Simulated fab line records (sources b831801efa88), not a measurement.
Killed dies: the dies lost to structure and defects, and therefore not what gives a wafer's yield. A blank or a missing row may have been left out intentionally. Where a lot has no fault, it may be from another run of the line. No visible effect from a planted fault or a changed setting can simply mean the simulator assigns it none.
Which tool did it? || flow gf180mcu || at 1 step of a route of 602, 15 lots with 45 wafers sampled

== WHAT THE GAUGES SHOWED, per wafer ==
GF_STI_BOW_MEAS_00.
{"lot": "L737", "measured": "day 1 10:01", "on": "film-metro-02", "INCOMING_BOW (um)": "5 5 6"}
{"lot": "L738", "measured": "day 1 15:00", "on": "film-metro-03", "INCOMING_BOW (um)": "-1 2 0"}
{"lot": "L741", "measured": "day 2 06:00", "on": "film-metro-03", "INCOMING_BOW (um)": "3 3 5"}
{"lot": "L742", "measured": "day 2 11:00", "on": "film-metro-04", "INCOMING_BOW (um)": "-3 -2 9"}
{"lot": "L743", "measured": "day 2 16:00", "on": "film-metro-03", "INCOMING_BOW (um)": "-1 -9 2"}
{"lot": "L744", "measured": "day 2 21:00", "on": "film-metro-04", "INCOMING_BOW (um)": "-6 9 -7"}
{"lot": "L747", "measured": "day 3 12:01", "on": "film-metro-04", "INCOMING_BOW (um)": "-5 5 -14"}
{"lot": "L748", "measured": "day 3 17:02", "on": "film-metro-03", "INCOMING_BOW (um)": "4 2 4"}
{"lot": "L751", "measured": "day 4 08:00", "on": "film-metro-03", "INCOMING_BOW (um)": "-10 -1 4"}
{"lot": "L752", "measured": "day 4 13:01", "on": "film-metro-02", "INCOMING_BOW (um)": "5 0 1"}
{"lot": "L753", "measured": "day 4 18:00", "on": "film-metro-04", "INCOMING_BOW (um)": "-12 8 -1"}
{"lot": "L756", "measured": "day 5 09:00", "on": "film-metro-04", "INCOMING_BOW (um)": "-17 -2 0"}
{"lot": "L758", "measured": "day 5 19:00", "on": "film-metro-04", "INCOMING_BOW (um)": "4 13 0"}
{"lot": "L759", "measured": "day 6 00:00", "on": "film-metro-03", "INCOMING_BOW (um)": "-1 -13 -2"}
{"lot": "L760", "measured": "day 6 05:01", "on": "film-metro-02", "INCOMING_BOW (um)": "-2 -7 -1"}

== TOOL THAT RAN EACH LOT (tool first, then ch and the chambers of the sampled wafers, then the start) ==
Before these readings, the record contains no process step.

== AS READ BY THE TOOLS THEMSELVES (means over the sampled wafers that have a number; for cases with no such wafer, the mark the record gives instead) ==
The record holds no such reading with a usual standard deviation.

== THE ANSWER, worked out from the rows above alone ==
Rule: what is usual is taken from the lots themselves. Put in order of their means at a reading, lots are off if they are a third of the lots or fewer, leave a main group of 4 or more, and stand apart from it by a gap of 3 or more times the standard deviation of the main group's means; of several such gaps the widest counts. A main group whose means are all the same, to the digits that the tables above print for the reading, isn't used. Also off: a lot with no number at a reading for which 4 or more lots have one. All remaining lots with rows at the step are treated as sound. After the gauges, taken in route order, come the tools' own readings; for these a lot's mean is taken, as printed above. The first step at which some lot is off is used, and at that step the reading that is off furthest; a lot without a number counts as furthest.
Nothing can be told from this: no lot is off at any reading shown.

== WHAT THE SIMULATOR HAD PUT IN ==
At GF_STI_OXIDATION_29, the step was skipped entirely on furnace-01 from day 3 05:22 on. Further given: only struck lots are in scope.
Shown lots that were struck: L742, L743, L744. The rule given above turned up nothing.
